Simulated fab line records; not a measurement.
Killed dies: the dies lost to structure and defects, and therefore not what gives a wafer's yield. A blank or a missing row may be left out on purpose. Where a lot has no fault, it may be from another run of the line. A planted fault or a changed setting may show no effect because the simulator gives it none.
fab line records	flow sky130
[record] lots = 12	wafers = 36	lastDay = 51
route steps=708 shown GATE_OXIDE@200 POLY_GATE@205 LDD_N@246 PAD_OPEN@708
lots that met no fault: taken from a fault-free run of the same line
startH: hours from the record's opening day to when the first of the lot's shown wafers began	waitH: how many hours have passed since the lot's step before this one	" the same as in the row above	L1.1+2: a single row standing in for several wafers	- no value, or no start was given	* or withheld: withheld	< > ~ a bound
route shown NAME@n: a module of which the file shows steps, and the number in the route of the first	usual: mean and standard deviation over wafers with no fault	same: alike in all rows	chamber/n: place in a boat	sites: each site's reading	_std_site: the standard deviation of these	_edge_site: inner sites' mean taken away from outer sites' mean	radiusMm: how far each site lies from the wafer's centre	mask NAME#n: copy n	behind: the tool/chamber that last shaped the wafer	hold: why the lot was held/for how many hours/how that ended	device: whichever transistor did not switch (one of n, p or np)	end of line: the same wafers' tests at the end of the route	a step without rows: its recipe alone	killed: the dies lost at the first sort to structure and to defects; this is not the yield of the wafer	map: dies across one wafer; x = killed, . = not, _ = none there
set.NAME: the setting the step ran with; set.NAME@STEP: the setting that earlier step ran with	model.NAME: the simulator's own value behind a step, which no gauge read
a sample of lots followed through the steps of the route, with each step as a table and each wafer as a row
services: the hour from which a tool's chamber was out of use, counted from the record's first day as startH (under 0 if before that day), plus the number of hours and why
[[steps]]
[step SKY_GATE_OXIDE_STRIP_13]
[recipe] chemistry = O2/N2	powerW = 1400	pressureMtorr = 1500	platenTempC = withheld	o2FlowSccm = 3000	n2FlowSccm = 300	overashFraction = 0.5
[usual] drypumpMotorCurrentA = 5.7/0.48	n2FlowSccm = 300.0/0.87	oesProductAu = 0.716/0.0044	stripTimeToEndpointS = 14.18/0.048
lot.wafer	tool	chamber	startH	waitH	drypumpMotorCurrentA	n2FlowSccm	oesProductAu	rfHoursCounterH	stripTimeToEndpointS
L277.4	plasmaAsher-02	1	348.20	0.0	5.2	301.1	0.717	-	14.21
L277.5	"	0	"	"	5.2	301.6	0.709	-	14.19
L277.6	"	1	"	"	5.2	299.9	0.720	-	14.16
L279.3	plasmaAsher-03	1	370.75	0.0	6.1	299.8	0.710	-	14.20
L279.5	"	0	"	"	6.1	300.9	0.720	-	14.19
L279.6	"	1	"	"	6.1	299.6	0.711	-	14.18
L280.2	plasmaAsher-01	0	373.57	0.0	5.3	300.0	0.710	53	14.19
L280.4	"	1	"	"	6.4	300.9	0.715	-	14.17
L280.5	"	1	"	"	6.4	299.2	0.714	-	14.17
L281.1	plasmaAsher-01	1	377.71	0.0	6.4	299.7	0.711	54	14.12
L281.2	"	0	"	"	5.2	300.7	0.713	54	14.17
L281.3	"	0	"	"	5.3	301.9	0.718	-	14.20
L285.1	plasmaAsher-02	0	412.72	0.0	5.2	298.9	0.722	30	14.21
L285.4	"	0	"	"	5.2	298.7	0.715	-	14.21
L285.5	"	0	"	"	5.2	299.8	0.717	-	14.17
L287.3	plasmaAsher-02	0	433.90	0.0	5.2	300.0	0.718	-	14.14
L287.4	"	1	"	"	5.2	300.9	0.713	-	14.12
L287.6	"	1	"	"	5.2	300.5	0.719	-	14.12
L286.1	plasmaAsher-03	1	434.17	0.0	6.0	299.9	0.724	63	14.21
L286.4	"	0	"	"	6.1	300.0	0.712	-	14.27
L286.5	"	1	"	"	6.1	299.4	0.717	-	14.26
L288.3	plasmaAsher-02	0	436.45	0.0	5.2	300.2	0.712	-	14.16
L288.4	"	1	"	"	5.2	299.0	0.717	-	14.17
L288.5	"	0	"	"	5.2	299.2	0.715	-	14.15
L294.2	plasmaAsher-03	1	495.86	0.0	6.1	299.9	0.724	69	14.12
L294.3	"	1	"	"	6.0	298.9	0.719	-	14.18
L294.4	"	0	"	"	6.1	299.4	0.714	-	14.20
L295.1	plasmaAsher-01	1	499.36	0.0	6.4	300.7	0.710	66	14.13
L295.4	"	1	"	"	6.4	300.2	0.703	-	14.16
L295.5	"	0	"	"	5.3	299.5	0.723	-	14.11
L296.1	plasmaAsher-01	0	500.27	0.0	5.3	300.8	0.722	66	14.16
L296.4	"	1	"	"	6.3	301.5	0.712	-	14.16
L296.6	"	1	"	"	6.3	301.4	0.716	-	14.14
L297.1	plasmaAsher-01	1	518.85	0.0	6.4	299.2	0.717	68	14.19
L297.3	"	1	"	"	6.3	299.9	0.710	-	14.17
L297.4	"	0	"	"	5.3	301.1	0.712	-	14.19
[step SKY_POLY_GATE_THK_MEAS_01]
[recipe] reads = poly-Si_of_POLY_GATE_CVD_00
[usual] POLY_GATE_CVD_00_THK = 179.0/1.4
lot.wafer	tool	chamber	startH	waitH	POLY_GATE_CVD_00_THK[nm]
L277.4	filmMetro-01	-	352.81	0.0	180.6
L277.5	"	-	"	"	176.9
L277.6	"	-	"	"	177.4
L279.3	filmMetro-04	-	375.54	0.0	180.0
L279.5	"	-	"	"	178.7
L279.6	"	-	"	"	179.2
L280.2	filmMetro-04	-	378.23	0.0	180.1
L280.4	"	-	"	"	179.1
L280.5	"	-	"	"	179.0
L281.1	filmMetro-04	-	381.37	0.0	179.6
L281.2	"	-	"	"	180.3
L281.3	"	-	"	"	179.8
L285.1	filmMetro-01	-	419.44	0.0	177.8
L285.4	"	-	"	"	179.8
L285.5	"	-	"	"	179.6
L287.3	filmMetro-04	-	436.99	0.0	179.0
L287.4	"	-	"	"	181.7
L287.6	"	-	"	"	180.8
L286.1	filmMetro-02	-	438.17	0.0	176.9
L286.4	"	-	"	"	179.6
L286.5	"	-	"	"	177.6
L288.3	filmMetro-02	-	439.77	0.0	177.7
L288.4	"	-	"	"	179.2
L288.5	"	-	"	"	178.4
L294.2	filmMetro-02	-	498.81	0.0	180.0
L294.3	"	-	"	"	179.8
L294.4	"	-	"	"	178.1
L295.1	filmMetro-04	-	502.30	0.0	178.4
L295.4	"	-	"	"	178.1
L295.5	"	-	"	"	176.8
L296.1	filmMetro-04	-	503.50	0.0	181.1
L296.4	"	-	"	"	182.3
L296.6	"	-	"	"	181.7
L297.1	filmMetro-04	-	521.79	0.0	179.4
L297.3	"	-	"	"	178.0
L297.4	"	-	"	"	179.7
[step SKY_POLY_GATE_ETCH_16]
[recipe] stopOn = poly-Si	chemistry = CH3F/O2	target = Si3N4	sourceW = 400	biasW = 80	pressureMtorr = 25	ch3fFlowSccm = 40	O2_flow_sccm = 30	timeS = 147.5	targetDepthA = 750
[usual] drypumpMotorCurrentA = 5.9/0.36	oesProductAu = 0.639/0.0051	throttleValvePct = 10.535/0.0096
lot.wafer	tool	chamber	startH	waitH	drypumpMotorCurrentA	oesProductAu	rfHoursCounterH	throttleValvePct
L277.4	rieDiel-01	3	412.47	0.0	5.6	0.648	3	10.524
L277.5	"	0	"	"	6.7	0.631	-	10.540
L277.6	"	3	"	"	5.6	0.646	-	10.527
L279.3	rieDiel-03	0	438.12	0.0	5.9	0.638	42	10.508
L279.5	"	1	"	"	5.3	0.645	-	10.518
L279.6	"	0	"	"	5.8	0.637	-	10.537
L280.2	rieDiel-01	2	440.16	0.0	5.9	0.628	2	10.556
L280.4	"	3	"	"	5.6	0.640	3	10.542
L280.5	"	3	"	"	5.6	0.640	-	10.534
L281.1	rieDiel-02	1	443.55	0.0	5.5	0.637	47	10.533
L281.2	"	3	"	"	6.0	0.637	0	10.529
L281.3	"	2	"	"	6.2	0.637	13	10.543
L285.1	rieDiel-02	0	486.41	0.0	6.2	0.639	5	10.538
L285.4	"	2	"	"	6.2	0.641	14	10.535
L285.5	"	2	"	"	6.2	0.630	-	10.540
L287.3	rieDiel-03	1	500.36	0.0	5.3	0.641	13	10.536
L287.4	"	0	"	"	5.8	0.635	44	10.538
L287.6	"	1	"	"	5.3	0.646	-	10.534
L286.1	rieDiel-03	2	504.21	0.0	5.6	0.638	37	10.535
L286.4	"	0	"	"	5.8	0.639	-	10.536
L286.5	"	3	"	"	6.3	0.639	-	10.526
L288.3	rieDiel-02	2	504.86	0.0	6.2	0.632	14	10.524
L288.4	"	0	"	"	6.2	0.637	5	10.507
L288.5	"	0	"	"	6.2	0.637	-	10.527
L294.2	rieDiel-02	1	561.60	0.0	5.5	0.652	49	10.525
L294.3	"	0	"	"	6.2	0.643	7	10.533
L294.4	"	3	"	"	6.0	0.644	3	10.535
L295.1	rieDiel-03	1	564.85	0.0	5.3	0.639	14	10.531
L295.4	"	0	"	"	5.8	0.643	45	10.537
L295.5	"	2	"	"	5.6	0.633	-	10.544
L296.1	rieDiel-01	1	566.75	0.0	5.5	0.645	0	10.539
L296.4	"	2	"	"	5.9	0.643	-	10.546
L296.6	"	1	"	"	5.5	0.639	-	10.529
L297.1	rieDiel-01	1	583.51	0.0	5.5	0.640	1	10.543
L297.3	"	3	"	"	5.6	0.633	7	10.544
L297.4	"	2	"	"	5.9	0.641	5	10.542
[step SKY_LDD_N_IMPLANT_09]
[recipe] species = As	energyKev = 20	doseCm2 = 7.5e+13	tiltDeg = withheld	rotationDeg = 113
[usual] doseIonsCm2 = 7.501e+13/7.6e+10	faradayCurrentUA = 424/8.7
lot.wafer	tool	chamber	startH	waitH	doseIonsCm2	faradayCurrentUA
L277.4	implanter-04	0	445.92	0.1	7.498e+13	406
L277.5	"	0	"	"	7.503e+13	436
L277.6	"	0	"	"	7.496e+13	413
L279.3	implanter-03	0	471.39	0.1	7.512e+13	424
L279.5	"	0	"	"	7.508e+13	421
L279.6	"	0	"	"	7.511e+13	426
L280.2	implanter-02	0	473.14	0.1	7.507e+13	420
L280.4	"	0	"	"	7.504e+13	418
L280.5	"	0	"	"	7.502e+13	415
L281.1	implanter-04	0	476.87	0.1	7.511e+13	424
L281.2	"	0	"	"	7.509e+13	439
L281.3	"	0	"	"	7.503e+13	409
L285.1	implanter-04	0	520.42	0.1	7.505e+13	421
L285.4	"	0	"	"	7.504e+13	426
L285.5	"	0	"	"	7.501e+13	420
L287.3	implanter-02	0	533.62	0.1	7.499e+13	430
L287.4	"	0	"	"	7.503e+13	415
L287.6	"	0	"	"	7.498e+13	430
L286.1	implanter-03	0	537.24	0.1	7.488e+13	422
L286.4	"	0	"	"	7.484e+13	425
L286.5	"	0	"	"	7.491e+13	426
L288.3	implanter-02	0	537.77	0.1	7.503e+13	423
L288.4	"	0	"	"	7.502e+13	424
L288.5	"	0	"	"	7.508e+13	429
L294.2	implanter-02	0	592.79	0.1	4.682e+13	260
L294.3	"	0	"	"	4.675e+13	273
L294.4	"	0	"	"	4.668e+13	264
L295.1	implanter-02	0	596.49	0.1	4.681e+13	274
L295.4	"	0	"	"	4.686e+13	263
L295.5	"	0	"	"	4.686e+13	258
L296.1	implanter-04	0	597.67	0.1	7.498e+13	436
L296.4	"	0	"	"	7.497e+13	419
L296.6	"	0	"	"	7.486e+13	442
L297.1	implanter-03	0	616.12	0.1	7.495e+13	428
L297.3	"	0	"	"	7.497e+13	436
L297.4	"	0	"	"	7.497e+13	427
[step SKY_LDD_N_STRIP_16]
[recipe] chemistry = O2/N2	powerW = 1400	pressureMtorr = 1500	platenTempC = withheld	o2FlowSccm = 3000	n2FlowSccm = 300	overashFraction = 0.5
[usual] drypumpMotorCurrentA = 5.8/0.48	n2FlowSccm = 299.9/0.92	oesProductAu = 0.406/0.0047	stripTimeToEndpointS = 4.317/0.012
lot.wafer	tool	chamber	startH	waitH	drypumpMotorCurrentA	n2FlowSccm	oesProductAu	rfHoursCounterH	stripTimeToEndpointS
L277.4	plasmaAsher-02	0	446.93	0.1	5.3	300.2	0.408	-	4.298
L277.5	"	1	"	"	5.2	298.6	0.410	-	4.318
L277.6	"	0	"	"	5.2	300.0	0.399	-	4.321
L279.3	plasmaAsher-03	0	472.43	0.1	6.1	299.5	0.398	-	4.326
L279.5	"	0	"	"	6.0	299.7	0.398	-	4.340
L279.6	"	1	"	"	6.1	299.6	0.406	-	4.309
L280.2	plasmaAsher-03	1	474.17	0.1	6.1	298.4	0.409	67	4.289
L280.4	"	1	"	"	6.1	300.0	0.412	-	4.302
L280.5	"	1	"	"	6.1	299.4	0.409	-	4.311
L281.1	plasmaAsher-03	0	477.92	0.1	6.0	300.5	0.406	67	4.311
L281.2	"	1	"	"	6.1	302.4	0.397	67	4.318
L281.3	"	0	"	"	6.1	299.7	0.403	-	4.320
L285.1	plasmaAsher-02	0	521.47	0.1	5.2	301.4	0.409	40	4.323
L285.4	"	0	"	"	5.2	299.4	0.412	-	4.336
L285.5	"	1	"	"	5.2	300.1	0.417	-	4.320
L287.3	plasmaAsher-04	0	534.65	0.1	6.4	298.9	0.411	-	4.321
L287.4	"	1	"	"	6.0	300.3	0.400	-	4.318
L287.6	"	1	"	"	6.0	299.5	0.408	-	4.309
L286.1	plasmaAsher-04	1	538.29	0.1	6.1	299.1	0.409	11	4.314
L286.4	"	1	"	"	6.1	297.9	0.402	-	4.314
L286.5	"	1	"	"	6.1	298.3	0.402	-	4.306
L288.3	plasmaAsher-02	0	538.80	0.1	5.2	299.7	0.404	-	4.330
L288.4	"	1	"	"	5.2	300.7	0.409	-	4.325
L288.5	"	1	"	"	5.2	300.2	0.406	-	4.341
L294.2	plasmaAsher-04	1	593.82	0.1	6.0	299.7	0.408	17	4.218
L294.3	"	1	"	"	6.1	300.9	0.410	-	4.227
L294.4	"	0	"	"	6.4	298.7	0.411	-	4.236
L295.1	plasmaAsher-04	1	597.54	0.1	6.0	300.0	0.408	18	4.237
L295.4	"	1	"	"	6.0	300.8	0.414	-	4.239
L295.5	"	0	"	"	6.4	300.2	0.403	-	4.265
L296.1	plasmaAsher-04	0	598.77	0.2	6.4	301.8	0.409	18	4.317
L296.4	"	1	"	"	6.0	301.0	0.411	-	4.304
L296.6	"	1	"	"	6.1	300.0	0.402	-	4.324
L297.1	plasmaAsher-02	0	617.17	0.1	5.1	300.1	0.399	51	4.281
L297.3	"	0	"	"	5.2	299.5	0.408	-	4.295
L297.4	"	1	"	"	5.2	299.9	0.408	-	4.307
[step SKY_PAD_OPEN_PROBE_99]
[usual] killed_at_M0_to_M3 = 43/6.8	killed_at_M4_up = 3.2/2	killedAtContacts = 24/5.3	killedAtFrontEnd = 16/4.4	killedAtOther = 0.3/0.54	killedDies = 86/9.4	killedOpen = 48/6.6	killedShort = 38/6.5
[same] grossDies = 492	killedAtBackSide = 0
lot.wafer	tool	chamber	startH	waitH	killed_at_M0_to_M3	killed_at_M4_up	killedAtContacts	killedAtFrontEnd	killedAtOther	killedDies	killedOpen	killedShort
L277.4	prober-01	-	1116.96	0.2	42	1	17	19	0	79	45	34
L277.5	prober-01	-	1117.01	0.2	39	3	28	16	0	86	49	37
L277.6	prober-01	-	1117.06	0.2	55	3	25	15	0	98	59	39
L279.3	prober-02	-	1133.19	0.2	45	7	20	11	1	84	45	38
L279.5	prober-02	-	1133.29	0.2	37	5	30	11	0	83	48	35
L279.6	prober-02	-	1133.34	0.2	30	2	26	13	0	71	39	32
L281.1	prober-01	-	1138.20	0.1	42	5	15	9	0	71	38	33
L281.2	prober-01	-	1138.25	0.1	39	5	24	19	1	88	49	39
L281.3	prober-01	-	1138.30	0.2	38	7	12	17	0	74	38	36
L280.2	prober-02	-	1140.55	0.1	46	2	16	17	0	81	49	32
L280.4	prober-02	-	1140.65	0.2	36	4	29	5	0	74	41	33
L280.5	prober-02	-	1140.70	0.2	31	4	19	18	1	73	41	32
L285.1	prober-02	-	1164.48	0.1	50	1	21	11	0	83	53	29
L285.4	prober-02	-	1164.63	0.2	39	3	21	15	1	79	43	36
L285.5	prober-02	-	1164.68	0.2	47	1	26	16	0	90	42	48
L287.3	prober-01	-	1173.48	0.2	43	5	32	15	0	95	51	42
L287.4	prober-01	-	1173.53	0.2	46	5	19	22	0	92	47	43
L287.6	prober-01	-	1173.63	0.2	41	3	26	12	0	82	50	32
L286.1	prober-02	-	1174.60	0.1	42	2	24	17	0	85	51	33
L286.4	prober-02	-	1174.75	0.2	42	3	28	18	0	91	63	28
L286.5	prober-02	-	1174.80	0.2	59	1	24	11	1	96	51	43
L288.3	prober-01	-	1178.33	0.2	57	5	30	14	0	106	52	53
L288.4	prober-01	-	1178.38	0.2	42	6	18	24	0	90	55	33
L288.5	prober-01	-	1178.43	0.2	50	5	32	19	0	106	60	45
L294.3	prober-02	-	1206.63	0.2	41	2	27	14	0	84	49	35
L294.4	prober-02	-	1206.68	0.2	56	1	22	18	0	97	55	40
L296.1	prober-02	-	1209.31	0.1	51	3	24	17	0	95	48	47
L296.4	prober-02	-	1209.46	0.2	34	1	30	18	1	84	50	34
L296.6	prober-02	-	1209.56	0.2	40	3	29	9	0	81	55	25
L297.1	prober-01	-	1218.85	0.1	51	1	23	22	1	98	61	37
L297.3	prober-01	-	1218.95	0.2	45	5	28	20	0	98	53	44
L297.4	prober-01	-	1219.00	0.2	40	1	23	19	1	84	48	36
// killed by level:class
L277.4 LI_CONTACT:geometricParticle:open=9 VIA1:geometricParticle:open=8 VIA2:geometricParticle:open=7 VIA3:geometricParticle:open=7 POLY_GATE:geometricParticle:short=5 VIA1:geometricParticle:short=5 CONTACT:geometricParticle:open=5 FIELD_ISO:geometricParticle:short=4
L277.5 VIA1:geometricParticle:open=11 CONTACT:geometricParticle:open=10 LI_CONTACT:geometricParticle:open=7 VIA3:geometricParticle:open=7 POLY_GATE:geometricParticle:open=6 VIA2:geometricParticle:open=5 FIELD_ISO:geometricParticle:short=5 LI_CONTACT:geometricParticle:short=5
L277.6 VIA2:geometricParticle:open=10 VIA3:geometricParticle:open=9 METAL2:geometricParticle:short=9 CONTACT:geometricParticle:open=8 LI_CONTACT:geometricParticle:open=7 VIA1:geometricParticle:open=7 VIA3:geometricParticle:short=5 POLY_GATE:geometricParticle:open=4
L279.3 CONTACT:geometricParticle:open=9 VIA1:geometricParticle:open=8 VIA3:geometricParticle:open=8 VIA2:geometricParticle:open=7 METAL2:geometricParticle:short=6 CONTACT:geometricParticle:short=5 POLY_GATE:geometricParticle:open=4 VIA2:geometricParticle:short=4
L279.5 LI_CONTACT:geometricParticle:open=11 CONTACT:geometricParticle:open=8 VIA2:geometricParticle:open=8 VIA3:geometricParticle:open=7 FIELD_ISO:geometricParticle:open=5 LOCAL_INTERCONNECT:geometricParticle:short=5 CONTACT:geometricParticle:short=5 METAL2:geometricParticle:short=5
L279.6 VIA1:geometricParticle:open=10 LI_CONTACT:geometricParticle:open=9 CONTACT:geometricParticle:open=7 FIELD_ISO:geometricParticle:short=5 LOCAL_INTERCONNECT:geometricParticle:short=5 CONTACT:geometricParticle:short=5 METAL2:geometricParticle:short=5 VIA3:geometricParticle:open=4
L281.1 CONTACT:geometricParticle:open=9 VIA2:geometricParticle:open=9 VIA1:geometricParticle:open=9 METAL1:geometricParticle:short=7 METAL2:geometricParticle:short=5 VIA1:geometricParticle:short=4 METAL4:geometricParticle:short=4 FIELD_ISO:geometricParticle:open=3
L281.2 CONTACT:geometricParticle:open=9 VIA1:geometricParticle:open=8 POLY_GATE:geometricParticle:open=7 METAL2:geometricParticle:short=7 VIA2:geometricParticle:open=6 VIA3:geometricParticle:open=5 FIELD_ISO:geometricParticle:short=4 LOCAL_INTERCONNECT:geometricParticle:short=4
L281.3 VIA1:geometricParticle:open=10 VIA1:geometricParticle:short=6 FIELD_ISO:geometricParticle:short=5 METAL1:geometricParticle:short=5 VIA2:geometricParticle:open=5 CONTACT:geometricParticle:open=4 FIELD_ISO:geometricParticle:open=4 METAL2:geometricParticle:short=4
L280.2 VIA1:geometricParticle:open=17 VIA2:geometricParticle:open=8 CONTACT:geometricParticle:open=8 METAL2:geometricParticle:short=7 POLY_GATE:geometricParticle:short=4 VIA1:geometricParticle:short=4 VIA3:geometricParticle:open=4 FIELD_ISO:geometricParticle:open=3
L280.4 VIA1:geometricParticle:open=10 CONTACT:geometricParticle:short=9 CONTACT:geometricParticle:open=9 VIA3:geometricParticle:open=6 LI_CONTACT:geometricParticle:open=5 VIA2:geometricParticle:open=4 METAL4:geometricParticle:short=4 LI_CONTACT:geometricParticle:short=3
L280.5 CONTACT:geometricParticle:open=8 VIA1:geometricParticle:open=8 CONTACT:geometricParticle:short=6 VIA3:geometricParticle:open=5 VIA1:geometricParticle:short=5 FIELD_ISO:geometricParticle:open=4 SPACER:geometricParticle:open=4 POLY_GATE:geometricParticle:short=3
L285.1 VIA1:geometricParticle:open=13 CONTACT:geometricParticle:open=9 LI_CONTACT:geometricParticle:open=8 VIA3:geometricParticle:open=7 METAL3:geometricParticle:short=7 VIA2:geometricParticle:open=5 CONTACT:geometricParticle:short=4 METAL2:geometricParticle:short=4
L285.4 VIA2:geometricParticle:open=9 VIA1:geometricParticle:open=8 FIELD_ISO:geometricParticle:short=6 CONTACT:geometricParticle:short=6 LI_CONTACT:geometricParticle:open=6 CONTACT:geometricParticle:open=6 METAL3:geometricParticle:short=5 VIA3:geometricParticle:open=4
L285.5 CONTACT:geometricParticle:open=11 METAL1:geometricParticle:short=8 LI_CONTACT:geometricParticle:open=7 VIA2:geometricParticle:open=7 FIELD_ISO:geometricParticle:short=6 VIA1:geometricParticle:short=6 VIA3:geometricParticle:open=6 METAL2:geometricParticle:short=5
L287.3 CONTACT:geometricParticle:open=13 VIA1:geometricParticle:open=13 LI_CONTACT:geometricParticle:open=7 POLY_GATE:geometricParticle:short=6 LOCAL_INTERCONNECT:geometricParticle:short=6 VIA2:geometricParticle:open=5 METAL1:geometricParticle:short=5 VIA1:geometricParticle:short=5
L287.4 VIA1:geometricParticle:open=12 METAL1:geometricParticle:short=7 FIELD_ISO:geometricParticle:short=6 CONTACT:geometricParticle:open=6 VIA3:geometricParticle:open=6 VIA1:geometricParticle:short=5 FIELD_ISO:geometricParticle:open=4 LI_CONTACT:geometricParticle:open=4
L287.6 CONTACT:geometricParticle:open=13 VIA1:geometricParticle:open=11 VIA3:geometricParticle:open=7 METAL2:geometricParticle:short=5 LI_CONTACT:geometricParticle:open=5 VIA1:geometricParticle:short=5 VIA2:geometricParticle:open=4 VIA3:geometricParticle:short=4
L286.1 VIA1:geometricParticle:open=10 LI_CONTACT:geometricParticle:open=8 VIA3:geometricParticle:open=8 CONTACT:geometricParticle:open=7 VIA2:geometricParticle:open=7 LOCAL_INTERCONNECT:geometricParticle:short=6 POLY_GATE:geometricParticle:short=5 FIELD_ISO:geometricParticle:short=4
L286.4 CONTACT:geometricParticle:open=14 VIA3:geometricParticle:open=14 VIA1:geometricParticle:open=10 FIELD_ISO:geometricParticle:open=6 VIA2:geometricParticle:open=6 FIELD_ISO:geometricParticle:short=5 LOCAL_INTERCONNECT:geometricParticle:short=5 LI_CONTACT:geometricParticle:open=4
L286.5 VIA1:geometricParticle:open=13 METAL1:geometricParticle:short=8 VIA3:geometricParticle:open=8 CONTACT:geometricParticle:open=7 VIA2:geometricParticle:open=7 VIA1:geometricParticle:short=6 LI_CONTACT:geometricParticle:open=5 LOCAL_INTERCONNECT:geometricParticle:short=5
L288.3 VIA1:geometricParticle:open=14 CONTACT:geometricParticle:open=11 METAL1:geometricParticle:short=7 LI_CONTACT:geometricParticle:open=7 LOCAL_INTERCONNECT:geometricParticle:short=7 VIA1:geometricParticle:short=6 METAL2:geometricParticle:short=6 VIA2:geometricParticle:open=6
L288.4 VIA1:geometricParticle:open=11 POLY_GATE:geometricParticle:open=7 CONTACT:geometricParticle:open=7 LI_CONTACT:geometricParticle:open=6 VIA3:geometricParticle:open=6 FIELD_ISO:geometricParticle:open=5 POLY_GATE:geometricParticle:short=5 METAL4:geometricParticle:short=5
L288.5 CONTACT:geometricParticle:open=18 VIA1:geometricParticle:open=13 LI_CONTACT:geometricParticle:open=7 FIELD_ISO:geometricParticle:short=6 FIELD_ISO:geometricParticle:open=6 VIA2:geometricParticle:short=6 VIA1:geometricParticle:short=5 METAL1:geometricParticle:short=5
L294.3 VIA1:geometricParticle:open=18 CONTACT:geometricParticle:open=10 LI_CONTACT:geometricParticle:open=6 VIA2:geometricParticle:open=5 VIA3:geometricParticle:open=5 FIELD_ISO:geometricParticle:short=4 CONTACT:geometricParticle:short=4 POLY_GATE:geometricParticle:short=3
L294.4 VIA1:geometricParticle:open=15 CONTACT:geometricParticle:open=8 METAL1:geometricParticle:short=7 VIA2:geometricParticle:open=7 VIA1:geometricParticle:short=7 VIA3:geometricParticle:open=7 LI_CONTACT:geometricParticle:open=5 POLY_GATE:geometricParticle:open=4
L296.1 LI_CONTACT:geometricParticle:open=11 VIA1:geometricParticle:open=10 VIA3:geometricParticle:open=7 VIA1:geometricParticle:short=7 METAL1:geometricParticle:short=6 FIELD_ISO:geometricParticle:short=5 METAL2:geometricParticle:short=5 CONTACT:geometricParticle:open=5
L296.4 CONTACT:geometricParticle:open=11 LI_CONTACT:geometricParticle:open=9 FIELD_ISO:geometricParticle:open=8 VIA1:geometricParticle:open=8 METAL1:geometricParticle:short=5 POLY_GATE:geometricParticle:open=4 LI_CONTACT:geometricParticle:short=4 CONTACT:geometricParticle:short=4
L296.6 CONTACT:geometricParticle:open=15 VIA1:geometricParticle:open=12 LI_CONTACT:geometricParticle:open=8 VIA3:geometricParticle:open=8 METAL3:geometricParticle:short=6 METAL2:geometricParticle:short=5 VIA2:geometricParticle:open=4 FIELD_ISO:geometricParticle:open=3
L297.1 CONTACT:geometricParticle:open=16 VIA1:geometricParticle:open=14 VIA3:geometricParticle:open=8 METAL1:geometricParticle:short=7 METAL2:geometricParticle:short=7 FIELD_ISO:geometricParticle:open=6 VIA1:geometricParticle:short=6 POLY_GATE:geometricParticle:short=6
L297.3 VIA1:geometricParticle:open=10 VIA2:geometricParticle:open=9 POLY_GATE:geometricParticle:open=7 LI_CONTACT:geometricParticle:open=7 VIA3:geometricParticle:open=7 LOCAL_INTERCONNECT:geometricParticle:short=6 CONTACT:geometricParticle:short=6 POLY_GATE:geometricParticle:short=5
L297.4 LI_CONTACT:geometricParticle:open=10 CONTACT:geometricParticle:open=8 VIA1:geometricParticle:open=7 VIA3:geometricParticle:open=7 METAL1:geometricParticle:short=6 METAL2:geometricParticle:short=6 FIELD_ISO:geometricParticle:open=5 FIELD_ISO:geometricParticle:short=4
[[services]]
tool	chamber	startH	hours	kind
rieDiel-02	0	336.56	8.9	repair
rieDiel-01	0	337.30	8.2	repair
rieDiel-03	-	337.34	0.8	repair
implanter-02	-	340.99	13.8	repair
rieDiel-01	-	350.19	2.8	pm
plasmaAsher-03	-	376.76	8.6	repair
rieDiel-03	1	377.61	3.3	repair
rieDiel-03	0	377.92	3.8	repair
implanter-02	-	391.14	1.6	repair
plasmaAsher-04	-	421.25	9.0	pm
plasmaAsher-02	-	461.76	15.6	pm
plasmaAsher-03	-	461.98	0.4	repair
plasmaAsher-01	-	482.69	2.3	repair
plasmaAsher-04	-	484.92	3.6	repair
implanter-02	-	503.27	4.2	repair
implanter-02	-	539.30	20.2	pm
plasmaAsher-02	-	560.29	1.4	repair
plasmaAsher-04	-	570.40	2.8	pm
plasmaAsher-02	-	577.52	5.0	repair
implanter-02	-	578.55	3.1	repair
plasmaAsher-01	-	587.25	15.6	pm
plasmaAsher-03	-	595.12	12.3	repair
plasmaAsher-01	-	606.45	4.1	repair
implanter-02	-	607.86	4.4	pm
[[key]]
[firstSign] step = SKY_LDD_N_IMPLANT_09	reading = doseIonsCm2	direction = down	sigmas = 99+	usual = *	struck = *
[effect] step = SKY_LDD_N_IMPLANT_09	reading = faradayCurrentUA	direction = down	sigmas = 18	usual = 424	struck = 265
[effect] step = SKY_LDD_N_STRIP_16	reading = stripTimeToEndpointS	direction = down	sigmas = 6.4	usual = *	struck = *
metAt SKY_LDD_N_IMPLANT_09
struckLots L294,L295
rowsEnd L294.2,L295.4,L295.5
sortLeftOut L295.1
testerLeftOut L294,L295
notActingAt SKY_GATE_OXIDE_STRIP_13,SKY_POLY_GATE_THK_MEAS_01,SKY_POLY_GATE_ETCH_16
onsetBetween 537.77 592.79
[fault] kind = processParameterDrift	tool = implanter-02	chamber = -	onsetH = 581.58	steps = SKY_LDD_N_IMPLANT_09	channel = doseCm2	offset = *	shape = step	endH = 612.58	actsIn = *	stated = *
// testerLeftOut: of these lots the tester's yield and bins aren't shown, on N5 and GAA mostly nor the transistor test; their killed dies are dies lost to structure and defects alone, not to doping, threshold or leakage, so they don't give the yield
// sortLeftOut: the simulated sort isn't trusted on such a fault, so these wafers' sort isn't shown, and their yield isn't known
// rowsEnd: these wafers met a further fault down the route, and their rows from its step on are left out
